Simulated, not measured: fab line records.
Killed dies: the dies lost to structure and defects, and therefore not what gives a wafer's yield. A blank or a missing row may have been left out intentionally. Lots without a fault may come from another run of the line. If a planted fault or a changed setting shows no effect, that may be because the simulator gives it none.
2 desks, one fault -- flow sky130 -- each desk holds nothing but its own numbers, with what lay behind them at the end

## THE TOOL OWNER'S DESK: pvd-sputter-04
The tool's own readings at SKY_METAL1_SPUTTER_02 (material AlCu, target thk 250 nm, time 13.3 s): means of the sampled wafers that have a number, for each lot that ran on this tool. Any lot whose mean is over 4 standard deviations away from the usual mean is out of limits and marked OUT; that distance is given in the brackets.
Columns: A = cathode-dc-power-W at SKY_METAL1_SPUTTER_02, usual 10600 W; B = throttle-valve-pct at SKY_METAL1_SPUTTER_02, usual 30.3 %
lot,first seen here,A,B
L437,day 32 06:31,10600,30.1
L443,day 34 02:21,10600,30.2
L447,day 35 09:16,10938 (+99 or more) OUT,30.4
L459,day 39 06:06,10601,29.9
Finding of this desk: L447 out of limits; the first was L447 at day 35 09:16, on cathode-dc-power-W at SKY_METAL1_SPUTTER_02. In limits: L437, L443, L459.

## METROLOGY DESK
Lot by lot, what the gauges showed, no matter which tool ran the lot: averages of those sampled wafers that carry a number. Any lot whose mean is over 4 standard deviations away from the usual mean is out of limits and marked OUT; that distance is given in the brackets.
Columns: A = METAL1_ALCU_RS at SKY_METAL1_RS_MEAS_05, usual 0.1274 ohm/sq; B = METAL1_ALCU_THK at SKY_METAL1_THK_MEAS_06, usual 247 nm; C = cd-nm at SKY_METAL1_CD_MEAS_15, usual 140.2 nm; D = METAL1_OVL at SKY_METAL1_OVL_MEAS_16, usual 1 nm
lot,first seen here,A,B,C,D
L436,day 31 20:50,0.1268,246,142.3,8
L437,day 32 06:39,0.1268,248,139.3,-2
L438,day 32 11:59,0.1254,248,141.4,-4
L441,day 33 08:31,0.1269,248,139.2,1
L442,day 33 18:03,0.1270,247,141.1,3
L443,day 34 02:27,0.1270,247,142.1,6
L447,day 35 09:22,0.1262,249,139.4,1
L448,day 35 16:55,0.1245,254,140.3,4
L457,day 38 08:53,0.1257,250,142.3,-1
L459,day 39 06:13,0.1281,244,141.9,5
This desk's verdict: no lot among the 10 shows anything out of limits.

## ALL TOGETHER
At day 35 09:16, on L447, the tool owner's desk was in a position to raise an alarm.
The metrology desk saw nothing out of limits.
The metrology desk holds a record of L447, inside its limits.
Of the lots named, all ran SKY_METAL1_SPUTTER_02 on pvd-sputter-04.

## WHAT WAS PUT IN BY THE SIMULATOR
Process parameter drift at SKY_METAL1_SPUTTER_02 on pvd-sputter-04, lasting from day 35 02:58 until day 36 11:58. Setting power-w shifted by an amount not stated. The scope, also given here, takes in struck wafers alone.
Shown lots that were struck: L447.
Delay in hours, fault start to first out-of-limits reading, by desk: the tool owner's desk at 6.
